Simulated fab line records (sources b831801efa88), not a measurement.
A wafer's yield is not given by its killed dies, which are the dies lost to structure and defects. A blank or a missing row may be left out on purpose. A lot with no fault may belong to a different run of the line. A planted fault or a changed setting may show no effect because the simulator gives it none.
A struck lot beside a sound one | flow sky130 | 16 steps out of a route of 708
Sound: wafers L173.1, L173.2, L173.3. Struck: wafers L185.2, L185.4 (left out: L185.5, a lot-mate that was not struck); the cause follows at the end.
Each step with rows lists, per side, the tool, then ch with its chambers, then its first start. Under that, the readings that differ: sound wafers | struck wafers | difference of the means | sigmas: that difference in standard deviations of wafers without a fault.
alike: same words and numbers on both sides, and readings whose means sit less than 2 such deviations apart. not compared: any withheld reading, any reading some wafer has no value for, any bound like >300 that may hide the same value, and any number with overlapping values for which the record gives no deviation.
Wherever a step has rows on one side only, a row that says differs or no value, or a row with sigmas, the two part there. Numbers that have no deviation but don't overlap get no sigmas and don't part them. Lack of a reading on every wafer of one side parts them only where that side has two or more wafers.

first, 2 steps without rows for these wafers: SKY_METAL3_PEB_11; SKY_METAL3_DEVELOP_12 (develop time 60 s).
SKY_METAL3_CD_MEAS_13 targets a cd of 300 nm.
  struck on cd sem-01, day 43 09:58; sound on cd sem-02, day 39 19:18
  alike: cd nm
SKY_METAL3_OVL_MEAS_14:
  struck on overlay-01, day 43 10:04; sound on overlay-02, day 39 19:25
  alike: METAL3_OVL
then, 1 step without rows for these wafers: SKY_METAL3_DESCUM_15 (chemistry O2, time 8 s).
SKY_METAL3_ETCH_16: etches BARC in N2/H2, stops on SiO2, time 88.2 s, target depth 60 nm.
  sound on rie metal-03 ch 0,1, day 39 19:29; struck on rie metal-04 ch 0, day 43 10:08
  alike: drypump motor current A, h2 flow sccm, n2 flow sccm, oes product au, throttle valve pct
  not compared: rf hours counter h
SKY_METAL3_ETCH_17: etches SiO2 in C4F8/O2/Ar, stops on TiN, time 3.9 s, target depth 15 nm.
  sound on rie diel-01 ch 0,1,2, day 39 19:35; struck on rie diel-03 ch 2,3, day 43 10:14
  reading                | sound   | struck | difference | sigmas
  rf hours counter h (h) | 5 16 16 | 23 27  | +13        |
  alike: oes product au
SKY_METAL3_METAL_ETCH_18: etches the open film in Cl2/BCl3, stops on SiO2, target depth 845 nm, time 183.1 s.
  sound on rie metal-04 ch 0,1, day 39 19:37; struck on rie metal-03 ch 1, day 43 10:15
  alike: drypump motor current A, oes product au, throttle valve pct
  not compared: rf hours counter h
SKY_METAL3_STRIP_19: strips in O2/N2.
  sound on plasma asher-02 ch 0,1, day 39 19:47; struck on plasma asher-02 ch 0,1, day 43 10:26
  alike: drypump motor current A, n2 flow sccm, oes product au, strip time to endpoint s
  not compared: rf hours counter h
then, 3 steps without rows for these wafers: SKY_METAL3_STRIP_20 (strips in post etch residue remover, time 1200 s); SKY_METAL3_CLEAN_21 (cleans in IPA, time 180 s); SKY_METAL3_CLEAN_22 (cleans in O3/DIW).
SKY_VIA3_HDPCVD_00: deposits SiO2, target thk 1635 nm, time 272.5 s.
  sound on hdpcvd-01 ch 0,1,2, day 39 20:23; struck on hdpcvd-02 ch 0,2, day 43 11:01
  reading                                  | sound          | struck    | difference | sigmas
  model.SiO2_of_VIA3_HDPCVD_00.thk nm (nm) | 1625 1635 1640 | 1213 1240 | -407       |
SKY_VIA3_THK_MEAS_01:
  struck on film metro-01, day 43 11:12; sound on film metro-01, day 39 20:33
  reading              | sound          | struck    | difference | sigmas
  VIA3_HDPCVD_THK (nm) | 1625 1635 1642 | 1213 1240 | -408       | -25
SKY_VIA3_CMP_02: polishes SiO2.
  sound on cmp-01 ch 1,2,3, day 39 20:40; struck on cmp-01 ch 0,3, day 43 11:18
  alike: motor current A
-- the record jumps here: 6 days lie between the struck wafers' starts before and after (it left off in module VIA3 and takes up again in module PAD_OPEN, whose first step shown is number 708 of the route) --
SKY_PAD_OPEN_PROBE_99:
  struck on prober-02, day 49 19:52; sound on prober-01, day 46 19:59
  reading                               | sound               | struck     | difference | sigmas
  model.etest.met4 comb.leak log10 a um | -11.88 -11.82 -11.9 | -9.824 -11 | +1.455     |
  alike: defect limited yield, killed_at_M0_to_M3, killed_at_M4_up, killed at contacts, killed at front end, killed at other, killed dies, killed open, killed short
  not compared: model.etest.tester.sort_bin_3_pct, model.etest.tester.sort_bin_8_pct, model.etest.tester.sort_bin_4_pct

== WHERE THEY PART ==
Within this record, at SKY_VIA3_THK_MEAS_01 only. Later steps at which nothing parts them and some readings are alike: SKY_VIA3_CMP_02, SKY_PAD_OPEN_PROBE_99.

WHY: the cause the simulator had injected
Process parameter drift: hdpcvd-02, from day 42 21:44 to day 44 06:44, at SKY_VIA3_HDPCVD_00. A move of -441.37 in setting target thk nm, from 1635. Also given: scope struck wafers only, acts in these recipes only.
